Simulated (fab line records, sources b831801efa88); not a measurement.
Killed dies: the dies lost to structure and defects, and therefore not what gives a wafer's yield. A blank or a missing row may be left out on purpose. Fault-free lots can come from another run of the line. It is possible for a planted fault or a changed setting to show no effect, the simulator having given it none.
fab line records | flow gf180mcu | part 1 of 2: steps 1 to 28 of 39
record: lots: 5 wafers: 15 last_day: 34
route steps=602 shown VT_IMPLANT@126 MVSD@136 NWELL@137 LVPWELL@138 MVPSD@139 DUAL_GATE@141 POLY_GATE@157
lots with no fault: from the same line, run without faults
start_h: hours from the record's first day to the start of the lot's first wafer shown | wait_h: hours elapsed since this lot's preceding step | " repeats the value in the row above | L1.1+2: a single row standing in for several wafers | - no value, or no start given | * or withheld: withheld | < > ~ a bound
route shown NAME@n: names a module that has steps shown in the file, with the first one's number in the route | usual: average and standard deviation across the fault-free wafers | same: alike in all rows | chamber/n: place in a boat | sites: each site's reading | _std_site: how widely they spread, as a standard deviation | _edge_site: outer sites' mean less inner sites' | radius_mm: for every site, how far away it sits from the centre of the wafer | mask NAME#n: copy n | behind: the tool/chamber that last shaped the wafer | hold: cause of the lot's hold/its duration in hours/its outcome | device: transistor that didn't switch, given as n, p or np | end of line: tests run on the same wafers once the route is complete | a step without rows: its recipe alone | killed: not the wafer's yield, but the dies lost to structure and defects at the first sort | map: dies across one wafer; x = killed, . = not, _ = none there
set.NAME: the setting that was run; set.NAME@STEP: the one run at that earlier step | model.NAME: the simulator's own value behind a step, which no gauge read
certain route steps with their lots: each step a table, each wafer a row
services: a tool's chamber out of use, with start hour (start_h, from the record's first day; less than 0 if before it), hours out, and reason
== steps ==
step: GF_VT_IMPLANT_SOFTBAKE_36
recipe: temp_c: 90 time_s: 60 resist: NOVOLAK
usual: heater_power_total_W: 56.60/0.045
same: time_s: 60
columns lot.wafer tool chamber start_h wait_h heater_power_total_W
L074.2 litho_track-01 0 150.35 0.1 56.64
L074.3 " 0 " " 56.56
L074.6 " 0 " " 56.60
L075.2 litho_track-03 0 157.20 0.1 56.56
L075.3 " 0 " " 56.51
L075.6 " 0 " " 56.60
L079.2 litho_track-01 0 179.65 0.1 56.55
L079.3 " 0 " " 56.58
L079.4 " 0 " " 56.58
L095.3 litho_track-03 0 287.87 0.1 56.54
L095.5 " 0 " " 56.63
L095.6 " 0 " " 56.57
L096.3 litho_track-03 0 294.47 0.1 56.69
L096.5 " 0 " " 56.58
L096.6 " 0 " " 56.64
step: GF_VT_IMPLANT_EXPOSE_37
recipe: mask_id: Nwell_HV_AREA target_cd_nm: 860 na: 0.6 source_shape: conventional sigma_outer: 0.6 dose_mj: 140
columns lot.wafer tool chamber start_h wait_h mask
L074.2+3+6 iline_stepper-02 0 - - Nwell_HV_AREA#0
L075.2+3+6 iline_stepper-01 0 - - Nwell_HV_AREA#0
L079.2+3+4 iline_stepper-01 0 - - Nwell_HV_AREA#0
L095.3+5+6 iline_stepper-02 0 - - Nwell_HV_AREA#0
L096.3+5+6 iline_stepper-02 0 - - Nwell_HV_AREA#0
step: GF_VT_IMPLANT_PEB_38
recipe: temp_c: withheld time_s: * resist: NOVOLAK
same: time_s: *
columns lot.wafer tool chamber start_h wait_h
L074.2+3+6 litho_track-03 0 - -
L075.2+3+6 litho_track-01 0 - -
L079.2+3+4 litho_track-04 0 - -
L095.3+5+6 litho_track-03 0 - -
L096.3+5+6 litho_track-01 0 - -
step: GF_VT_IMPLANT_DEVELOP_39
recipe: develop_time_s: 60 dev_temp_c: 23
usual: developer_temp_C: 23.02/0.11
columns lot.wafer tool chamber start_h wait_h developer_temp_C
L074.2 litho_track-03 0 158.10 0.1 23.11
L074.3 " 0 " " 23.11
L074.6 " 0 " " 23.13
L075.2 litho_track-01 0 165.10 0.1 23.04
L075.3 " 0 " " 23.03
L075.6 " 0 " " 23.03
L079.2 litho_track-04 0 187.88 0.1 22.99
L079.3 " 0 " " 22.90
L079.4 " 0 " " 23.09
L095.3 litho_track-03 0 297.27 0.1 22.83
L095.5 " 0 " " 22.83
L095.6 " 0 " " 22.82
L096.3 litho_track-01 0 304.43 0.1 22.96
L096.5 " 0 " " 22.84
L096.6 " 0 " " 22.81
step: GF_VT_IMPLANT_OVL_MEAS_40
usual: VT_IMPLANT_03_OVL: -0.7/1.2
columns lot.wafer tool chamber start_h wait_h VT_IMPLANT_03_OVL[nm]
L074.2 overlay-01 - 158.23 0.1 -1.4
L074.3 " - " " -1.0
L074.6 " - " " -2.0
L075.2 overlay-01 - 165.23 0.1 -2.5
L075.3 " - " " -0.1
L075.6 " - " " -1.7
L079.2 overlay-01 - 188.01 0.1 0.3
L079.3 " - " " -0.6
L079.4 " - " " 0.7
L095.3 overlay-01 - 297.38 0.1 0.5
L095.5 " - " " -0.9
L095.6 " - " " -1.9
L096.3 overlay-01 - 304.54 0.1 -1.3
L096.5 " - " " -2.8
L096.6 " - " " -1.7
step: GF_VT_IMPLANT_IMPLANT_41
recipe: species: As energy_kev: 70 dose_cm2: 1.013e+12 tilt_deg: 7
usual: end_station_pressure_torr: 5.02e-06/2.5e-07
columns lot.wafer tool chamber start_h wait_h end_station_pressure_torr
L074.2 implanter-02 0 158.28 0.0 4.97e-06
L074.3 " 0 " " 5.35e-06
L074.6 " 0 " " 5.23e-06
L075.2 implanter-01 0 165.29 0.0 5.21e-06
L075.3 " 0 " " 4.83e-06
L075.6 " 0 " " 4.91e-06
L079.2 implanter-01 0 188.07 0.0 5.1e-06
L079.3 " 0 " " 5.22e-06
L079.4 " 0 " " 4.7e-06
L095.3 implanter-02 0 297.45 0.1 4.63e-06
L095.5 " 0 " " 4.87e-06
L095.6 " 0 " " 4.91e-06
L096.3 implanter-04 0 304.61 0.1 4.94e-06
L096.5 " 0 " " 5.12e-06
L096.6 " 0 " " 5.06e-06
step: GF_VT_IMPLANT_STRIP_42
recipe: chemistry: O2/N2 power_w: 1400 pressure_mtorr: 1500 platen_temp_c: 250 o2_flow_sccm: 3000 n2_flow_sccm: 300 overash_fraction: 0.5
usual: drypump_motor_current_A: 5.7/0.38 heater_power_w: 333/29 oes_product_au: 0.716/0.0046 strip_time_to_endpoint_s: 12.64/0.038
same: overash_fraction: 0.5
columns lot.wafer tool chamber start_h wait_h drypump_motor_current_A heater_power_w oes_product_au rf_hours_counter_h strip_time_to_endpoint_s
L074.2 plasma_asher-04 1 158.41 0.1 5.7 346 0.712 35 12.56
L074.3 " 1 " " 5.7 341 0.717 - 12.59
L074.6 " 0 " " 5.9 351 0.716 - 12.58
L075.2 plasma_asher-03 0 165.41 0.1 5.7 329 0.721 6 12.60
L075.3 " 0 " " 5.7 339 0.710 - 12.61
L075.6 " 1 " " 5.7 374 0.711 - 12.61
L079.2 plasma_asher-01 1 188.19 0.1 4.9 287 0.709 47 12.67
L079.3 " 0 " " 6.1 306 0.727 - 12.71
L079.4 " 1 " " 4.9 288 0.718 - 12.68
L095.3 plasma_asher-04 1 297.59 0.1 5.7 347 0.717 - 12.67
L095.5 " 0 " " 5.9 348 0.709 - 12.66
L095.6 " 1 " " 5.7 342 0.725 - 12.63
L096.3 plasma_asher-04 0 304.75 0.1 5.9 355 0.719 - 12.59
L096.5 " 0 " " 5.8 347 0.710 - 12.61
L096.6 " 1 " " 5.8 351 0.709 - 12.62
step: GF_VT_IMPLANT_TW_MEAS_43
usual: VT_IMPLANT_4_TW: 689/3.7
columns lot.wafer tool chamber start_h wait_h VT_IMPLANT_4_TW
L074.2 film_metro-03 - 158.52 0.1 691
L074.3 " - " " 689
L074.6 " - " " 699
L075.2 film_metro-03 - 165.52 0.1 691
L075.3 " - " " 695
L075.6 " - " " 693
L079.2 film_metro-02 - 188.30 0.1 685
L079.3 " - " " 687
L079.4 " - " " 689
L095.3 film_metro-03 - 297.67 0.1 692
L095.5 " - " " 695
L095.6 " - " " 691
L096.3 film_metro-04 - 304.83 0.1 681
L096.5 " - " " 683
L096.6 " - " " 684
step: GF_VT_IMPLANT_CLEAN_44
recipe: chemistry: SC1/SC2 mix: 1:4:20 temp_c: 70 time_s: 150 dry: n2_spin
usual: bath_heat_duty_pct: 12.9/1.1
same: time_s: 150
columns lot.wafer tool chamber start_h wait_h bath_heat_duty_pct
L074.2 wet_bench-04 1 158.57 0.0 12.5
L074.3 " 1 " " 13.0
L074.6 " 1 " " 12.2
L075.2 wet_bench-03 1 165.57 0.0 14.1
L075.3 " 1 " " 13.6
L075.6 " 1 " " 12.4
L079.2 wet_bench-04 3 188.35 0.0 14.1
L079.3 " 3 " " 15.1
L079.4 " 3 " " 14.7
L095.3 wet_bench-03 2 297.71 0.0 12.2
L095.5 " 2 " " 11.4
L095.6 " 2 " " 12.5
L096.3 wet_bench-01 3 304.87 0.0 14.8
L096.5 " 3 " " 14.5
L096.6 " 3 " " 14.5
step: GF_VT_IMPLANT_RTA_45
recipe: temp_c: 1050 time_s: 30 ambient: N2
usual: lamp_power_pct: 33.8/2 wafer_temp_C_max: 1054.2/1.2
same: time_s: 30
columns lot.wafer tool chamber start_h wait_h lamp_power_pct wafer_temp_C_max
L074.2 rtp_anneal-01 0 158.63 0.0 35.8 1052.7
L074.3 " 0 " " 35.8 1052.4
L074.6 " 0 " " 35.9 1053.0
L075.2 rtp_anneal-02 0 165.64 0.0 31.8 1055.4
L075.3 " 0 " " 31.9 1055.6
L075.6 " 0 " " 31.8 1056.4
L079.2 rtp_anneal-01 0 188.42 0.0 35.8 1054.8
L079.3 " 0 " " 35.9 1052.5
L079.4 " 0 " " 35.8 1053.3
L095.3 rtp_anneal-02 0 297.80 0.0 31.9 1056.5
L095.5 " 0 " " 31.8 1054.7
L095.6 " 0 " " 31.8 1056.1
L096.3 rtp_anneal-02 0 304.96 0.0 31.9 1056.8
L096.5 " 0 " " 31.8 1053.9
L096.6 " 0 " " 31.8 1054.7
step: GF_VT_IMPLANT_RS_MEAS_46
recipe: thk_meas_gauge: four-point-probe
usual: MVSD_RS: 456.3/1.1
columns lot.wafer tool chamber start_h wait_h MVSD_RS[ohm/sq]
L074.2 film_metro-01 - 158.74 0.1 456.6
L074.3 " - " " 457.8
L074.6 " - " " 456.5
L075.2 film_metro-04 - 165.74 0.1 457.6
L075.3 " - " " 458.6
L075.6 " - " " 456.9
L079.2 film_metro-04 - 188.52 0.1 455.1
L079.3 " - " " 457.4
L079.4 " - " " 455.3
L095.3 film_metro-04 - 297.91 0.1 455.7
L095.5 " - " " 456.6
L095.6 " - " " 456.8
L096.3 film_metro-04 - 305.06 0.1 457.0
L096.5 " - " " 456.5
L096.6 " - " " 457.3
step: GF_VT_IMPLANT_RS_MEAS_47
recipe: thk_meas_gauge: four-point-probe
usual: NWELL_RS: 487.5/1.2
columns lot.wafer tool chamber start_h wait_h NWELL_RS[ohm/sq]
L074.2 film_metro-01 - 158.86 0.1 487.2
L074.3 " - " " 487.1
L074.6 " - " " 485.6
L075.2 film_metro-04 - 165.86 0.1 488.9
L075.3 " - " " 488.5
L075.6 " - " " 487.6
L079.2 film_metro-04 - 188.64 0.1 486.6
L079.3 " - " " 486.0
L079.4 " - " " 488.0
L095.3 film_metro-04 - 298.03 0.1 486.3
L095.5 " - " " 486.3
L095.6 " - " " 486.4
L096.3 film_metro-04 - 305.18 0.1 488.5
L096.5 " - " " 486.2
L096.6 " - " " 487.1
step: GF_VT_IMPLANT_RS_MEAS_48
recipe: thk_meas_gauge: four-point-probe
usual: LVPWELL_RS: 1196.2/2.3
columns lot.wafer tool chamber start_h wait_h LVPWELL_RS[ohm/sq]
L074.2 film_metro-01 - 158.98 0.1 1197.1
L074.3 " - " " 1194.6
L074.6 " - " " 1196.4
L075.2 film_metro-04 - 165.98 0.1 1195.3
L075.3 " - " " 1197.3
L075.6 " - " " 1195.1
L079.2 film_metro-04 - 188.76 0.1 1191.7
L079.3 " - " " 1194.7
L079.4 " - " " 1195.4
L095.3 film_metro-04 - 298.15 0.1 1197.8
L095.5 " - " " 1194.8
L095.6 " - " " 1198.1
L096.3 film_metro-04 - 305.30 0.1 1196.9
L096.5 " - " " 1193.7
L096.6 " - " " 1196.3
step: GF_VT_IMPLANT_RS_MEAS_49
recipe: thk_meas_gauge: four-point-probe
usual: MVPSD_RS: 1168.0/2.6
columns lot.wafer tool chamber start_h wait_h MVPSD_RS[ohm/sq]
L074.2 film_metro-01 - 159.10 0.1 1165.9
L074.3 " - " " 1169.2
L074.6 " - " " 1170.7
L075.2 film_metro-04 - 166.10 0.1 1168.2
L075.3 " - " " 1168.5
L075.6 " - " " 1168.6
L079.2 film_metro-04 - 188.88 0.1 1166.1
L079.3 " - " " 1165.0
L079.4 " - " " 1162.9
L095.3 film_metro-04 - 298.27 0.1 1167.2
L095.5 " - " " 1165.7
L095.6 " - " " 1170.0
L096.3 film_metro-04 - 305.42 0.1 1164.7
L096.5 " - " " 1167.2
L096.6 " - " " 1168.8
step: GF_VT_IMPLANT_WET_ETCH_50
recipe: chemistry: dHF target_depth_nm: 20 target: SiO2 temp_c: 25 dilution: 100:1 time_s: 400
usual: bath_heat_duty_pct: 6.1/0.69
same: time_s: 400
columns lot.wafer tool chamber start_h wait_h bath_heat_duty_pct
L074.2 wet_bench-03 3 159.20 0.1 6.8
L074.3 " 3 " " 6.5
L074.6 " 3 " " 6.7
L075.2 wet_bench-03 3 166.20 0.1 7.1
L075.3 " 3 " " 7.3
L075.6 " 3 " " 6.7
L079.2 wet_bench-03 2 188.98 0.1 6.4
L079.3 " 2 " " 5.5
L079.4 " 2 " " 5.1
L095.3 wet_bench-04 1 298.35 0.1 6.4
L095.5 " 1 " " 5.9
L095.6 " 1 " " 5.5
L096.3 wet_bench-01 0 305.50 0.1 5.8
L096.5 " 0 " " 5.9
L096.6 " 0 " " 4.7
step: GF_DUAL_GATE_CLEAN_00
recipe: chemistry: SC1/SC2 mix: 1:4:20 temp_c: 70 time_s: 150
usual: bath_heat_duty_pct: 13.5/1.2
same: time_s: 150
columns lot.wafer tool chamber start_h wait_h bath_heat_duty_pct
L074.2 wet_bench-01 3 159.32 0.0 14.6
L074.3 " 3 " " 14.9
L074.6 " 3 " " 15.2
L075.2 wet_bench-03 3 166.42 0.1 13.5
L075.3 " 3 " " 14.1
L075.6 " 3 " " 14.8
L079.2 wet_bench-01 1 189.10 0.0 11.8
L079.3 " 1 " " 12.1
L079.4 " 1 " " 12.2
L095.3 wet_bench-01 3 298.47 0.0 14.4
L095.5 " 3 " " 12.5
L095.6 " 3 " " 14.8
L096.3 wet_bench-03 2 305.62 0.0 11.9
L096.5 " 2 " " 11.8
L096.6 " 2 " " 12.1
step: GF_DUAL_GATE_CLEAN_01
recipe: chemistry: dHF time_s: 20 dilution: 100:1 dry: ipa_marangoni
same: time_s: 20
columns lot.wafer tool chamber start_h wait_h
L074.2+3+6 wet_bench-01 0 159.37 0.0
L075.2+3+6 wet_bench-01 2 166.47 0.0
L079.2+3+4 wet_bench-04 0 189.16 0.0
L095.3+5+6 wet_bench-03 1 298.52 0.0
L096.3+5+6 wet_bench-04 3 305.67 0.0
step: GF_DUAL_GATE_OXIDATION_02
recipe: temp_c: 900 ambient: O2 stabilise_s: 600 purge_s: 300 target_thk_a: 108.87 ox_time_s: 1602
usual: zone_power_bottom_pct: 29/3.1
columns lot.wafer tool chamber start_h wait_h zone_power_bottom_pct
L074.2 furnace-01 0 159.38 0.0 32
L074.3 " 0 " " 32
L074.6 " 0 " " 32
L075.2 furnace-01 0 166.48 0.0 32
L075.3 " 0 " " 32
L075.6 " 0 " " 33
L079.2 furnace-01 0 189.18 0.0 33
L079.3 " 0 " " 32
L079.4 " 0 " " 32
L095.3 furnace-02 0 298.53 0.0 26
L095.5 " 0 " " 26
L095.6 " 0 " " 26
L096.3 furnace-01 0 306.52 0.8 32
L096.5 " 0 " " 32
L096.6 " 0 " " 32
step: GF_DUAL_GATE_THK_MEAS_03
recipe: reads: SiO2_of_DUAL_GATE_OXIDATION_02
usual: DUAL_GATE_OXIDATION_00_THK: 10.91/0.23
columns lot.wafer tool chamber start_h wait_h DUAL_GATE_OXIDATION_00_THK[nm]
L074.2 film_metro-01 - 160.84 0.0 11.04
L074.3 " - " " 10.68
L074.6 " - " " 11.08
L075.2 film_metro-02 - 167.93 0.0 11.16
L075.3 " - " " 10.92
L075.6 " - " " 11.05
L079.2 film_metro-01 - 190.63 0.0 11.03
L079.3 " - " " 11.03
L079.4 " - " " 11.14
L095.3 film_metro-03 - 300.00 0.0 10.85
L095.5 " - " " 10.79
L095.6 " - " " 10.73
L096.3 film_metro-02 - 307.98 0.0 10.80
L096.5 " - " " 10.79
L096.6 " - " " 10.83
step: GF_DUAL_GATE_DEHYDRATE_04
recipe: temp_c: 200 time_s: 60
usual: heater_power_total_W: 160.37/0.12
same: time_s: 60
columns lot.wafer tool chamber start_h wait_h heater_power_total_W
L074.2 litho_track-02 0 168.27 7.4 160.30
L074.3 " 0 " " 160.43
L074.6 " 0 " " 160.45
L075.2 litho_track-02 0 175.42 7.5 160.21
L075.3 " 0 " " 160.38
L075.6 " 0 " " 160.49
L079.2 litho_track-04 0 198.68 8.0 160.42
L079.3 " 0 " " 160.10
L079.4 " 0 " " 160.17
L095.3 litho_track-01 0 309.33 9.3 160.54
L095.5 " 0 " " 160.55
L095.6 " 0 " " 160.34
L096.3 litho_track-04 0 317.50 9.5 160.23
L096.5 " 0 " " 160.43
L096.6 " 0 " " 160.24
step: GF_DUAL_GATE_HMDS_05
recipe: prime_time_s: 60 prime_temp_c: 120
columns lot.wafer tool chamber start_h wait_h
L074.2+3+6 litho_track-02 0 168.42 0.1
L075.2+3+6 litho_track-02 0 175.57 0.1
L079.2+3+4 litho_track-04 0 198.83 0.1
L095.3+5+6 litho_track-01 0 309.48 0.1
L096.3+5+6 litho_track-04 0 317.65 0.1
step: GF_DUAL_GATE_COAT_06
recipe: resist: NOVOLAK spin_rpm: 3000 resist_thk_nm: 1000
columns lot.wafer tool chamber start_h wait_h
L074.2+3+6 litho_track-02 0 168.57 0.1
L075.2+3+6 litho_track-02 0 175.72 0.1
L079.2+3+4 litho_track-04 0 198.98 0.1
L095.3+5+6 litho_track-01 0 309.63 0.1
L096.3+5+6 litho_track-04 0 317.80 0.1
step: GF_DUAL_GATE_SOFTBAKE_07
recipe: temp_c: 90 time_s: 60 resist: NOVOLAK
usual: heater_power_total_W: 56.60/0.041
same: time_s: 60
columns lot.wafer tool chamber start_h wait_h heater_power_total_W
L074.2 litho_track-02 0 168.72 0.1 56.58
L074.3 " 0 " " 56.65
L074.6 " 0 " " 56.67
L075.2 litho_track-02 0 175.87 0.1 56.53
L075.3 " 0 " " 56.65
L075.6 " 0 " " 56.66
L079.2 litho_track-04 0 199.13 0.1 56.60
L079.3 " 0 " " 56.60
L079.4 " 0 " " 56.62
L095.3 litho_track-01 0 309.78 0.1 56.65
L095.5 " 0 " " 56.61
L095.6 " 0 " " 56.61
L096.3 litho_track-04 0 317.95 0.1 56.55
L096.5 " 0 " " 56.56
L096.6 " 0 " " 56.59
step: GF_DUAL_GATE_EXPOSE_08
recipe: mask_id: Dualgate target_cd_nm: 700 na: 0.6 source_shape: conventional sigma_outer: 0.6 dose_mj: 140
columns lot.wafer tool chamber start_h wait_h mask
L074.2+3+6 iline_stepper-01 0 - - Dualgate#0
L075.2+3+6 iline_stepper-02 0 - - Dualgate#0
L079.2+3+4 iline_stepper-02 0 - - Dualgate#0
L095.3+5+6 iline_stepper-01 0 - - Dualgate#0
L096.3+5+6 iline_stepper-01 0 - - Dualgate#0
step: GF_DUAL_GATE_PEB_09
recipe: temp_c: withheld time_s: * resist: NOVOLAK
same: time_s: *
columns lot.wafer tool chamber start_h wait_h
L074.2+3+6 litho_track-01 0 - -
L075.2+3+6 litho_track-01 0 - -
L079.2+3+4 litho_track-01 0 - -
L095.3+5+6 litho_track-04 0 - -
L096.3+5+6 litho_track-01 0 - -
step: GF_DUAL_GATE_DEVELOP_10
recipe: develop_time_s: 60 dev_temp_c: 23
usual: developer_temp_C: 22.98/0.098
columns lot.wafer tool chamber start_h wait_h developer_temp_C
L074.2 litho_track-01 0 176.95 0.1 23.05
L074.3 " 0 " " 22.94
L074.6 " 0 " " 23.04
L075.2 litho_track-01 0 184.25 0.1 22.91
L075.3 " 0 " " 23.13
L075.6 " 0 " " 22.97
L079.2 litho_track-01 0 207.80 0.1 22.92
L079.3 " 0 " " 23.04
L079.4 " 0 " " 22.99
L095.3 litho_track-04 0 319.80 0.1 23.06
L095.5 " 0 " " 22.96
L095.6 " 0 " " 22.93
L096.3 litho_track-01 0 328.68 0.1 23.19
L096.5 " 0 " " 22.91
L096.6 " 0 " " 22.94
step: GF_DUAL_GATE_OVL_MEAS_11
usual: DUAL_GATE_OVL: 0.3/1.8
columns lot.wafer tool chamber start_h wait_h DUAL_GATE_OVL[nm]
L074.2 overlay-01 - 177.08 0.1 0.3
L074.3 " - " " 0.0
L074.6 " - " " -0.4
L075.2 overlay-01 - 184.38 0.1 0.9
L075.3 " - " " 1.1
L075.6 " - " " 0.0
L079.2 overlay-02 - 207.93 0.1 0.5
L079.3 " - " " 2.7
L079.4 " - " " 1.5
L095.3 overlay-02 - 319.92 0.1 -0.6
L095.5 " - " " -3.5
L095.6 " - " " -2.1
L096.3 overlay-02 - 328.79 0.1 -0.8
L096.5 " - " " -0.6
L096.6 " - " " -1.8
step: GF_DUAL_GATE_WET_ETCH_12
recipe: chemistry: dHF target_depth_nm: 13 dry: n2_spin target: SiO2 temp_c: 25 dilution: 100:1 time_s: 260
usual: bath_heat_duty_pct: 6.2/0.64
same: time_s: 260
columns lot.wafer tool chamber start_h wait_h bath_heat_duty_pct
L074.2 wet_bench-03 1 177.11 0.0 5.9
L074.3 " 1 " " 5.2
L074.6 " 1 " " 5.6
L075.2 wet_bench-04 1 184.41 0.0 5.7
L075.3 " 1 " " 6.1
L075.6 " 1 " " 5.7
L079.2 wet_bench-01 3 207.96 0.0 6.9
L079.3 " 3 " " 8.0
L079.4 " 3 " " 7.3
L095.3 wet_bench-04 2 319.94 0.0 6.5
L095.5 " 2 " " 7.0
L095.6 " 2 " " 6.1
L096.3 wet_bench-01 0 328.81 0.0 6.4
L096.5 " 0 " " 6.5
L096.6 " 0 " " 4.9
